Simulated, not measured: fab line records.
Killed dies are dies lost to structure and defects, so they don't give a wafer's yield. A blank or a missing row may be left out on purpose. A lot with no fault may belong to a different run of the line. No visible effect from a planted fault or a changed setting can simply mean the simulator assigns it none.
Problem report, 8D (eight disciplines) form, completed by code / flow sky130 / the parts of the form that need people (team, actions taken, sign-off) are left out

== 1. WHAT WENT WRONG ==
Mean of run-length-s at SKY_LI_CONTACT_HDPCVD_00: 177.8 s across 2 wafers in 2 lots; on wafers with no fault it is 182.8 s (standard deviation 0.53). Measured from the usual mean, that is -9.3 standard deviations.
The step: deposits PSG, target thk 930 nm, time 155 s.
Seen first at day 31 10:23 on hdpcvd-01, wafer L765.6. The record has a number at this step for 17 wafers belonging to 6 lots. Rule for "out" (also "out of limits"): further than 4 standard deviations from the usual mean. Any other wafer with a number is counted as sound.

== 2. WHAT IT IS, AND WHAT IT ISN'T ==
question=which readings at this step | is=run-length-s | is not=sih4-flow-sccm
question=which lots | is=L765, L766 | is not=L757, L771, L773, L777
question=which wafers of those lots | is=L765.6, L766.6 | is not=L765.4, L766.1, L766.4
question=read on which tools | is=hdpcvd-01 | is not=hdpcvd-02
question=when | is=from day 31 10:23 | is not=up to then (4 sound wafers); but 11 sound wafers of L766, L771, L773, L777 came after

== 3. WHAT RULES OUT EACH SUSPECT ==
Counting: if a tool at a process step up to the reading ran every lot that is out, it stays a suspect. Sound lots after the first of them don't rule it out here, since some wafers of a struck lot are sound.
- hdpcvd-01 at SKY_LI_CONTACT_HDPCVD_00 (deposits PSG, target thk 930 nm, time 155 s): kept. It ran every lot that is out, first L765 (day 31 10:23). Out on those wafers are its own readings of run-length-s.
Remaining after the count: hdpcvd-01 at SKY_LI_CONTACT_HDPCVD_00.

== 4. THE CAUSE (what the simulator had put in) ==
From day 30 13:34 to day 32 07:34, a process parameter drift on hdpcvd-01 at SKY_LI_CONTACT_HDPCVD_00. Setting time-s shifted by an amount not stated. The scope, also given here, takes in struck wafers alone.
Counting left only this tool.

== 5. THE CHAIN OF EFFECTS, in route order ==
Rows list readings where the struck wafers' mean (over those with a number) sits beyond 3 standard deviations from the usual. Scope: only readings with a usual standard deviation given in the record; hours: median across lots of the time from each lot's start at the first step in this table that gives one to its start at this step; sigmas: change in usual standard deviations.
hours=0; step=SKY_LI_CONTACT_HDPCVD_00; reading=run-length-s; usual=182.8 s; on struck wafers=177.8; change=-5.0; sigmas=-9.3
Process steps it contains:
- SKY_LI_CONTACT_HDPCVD_00: deposits PSG, target thk 930 nm, time 155 s.
Later steps that measure or inspect, where all struck wafers having a row at the step show a number for every such reading and not one has moved that far: SKY_LI_CONTACT_THK_MEAS_01.

== 6. WHAT WOULD HAVE CAUGHT IT SOONER ==
The fault began at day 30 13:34; the first out-of-limits reading in this record came at day 31 10:23, 21 hours later.
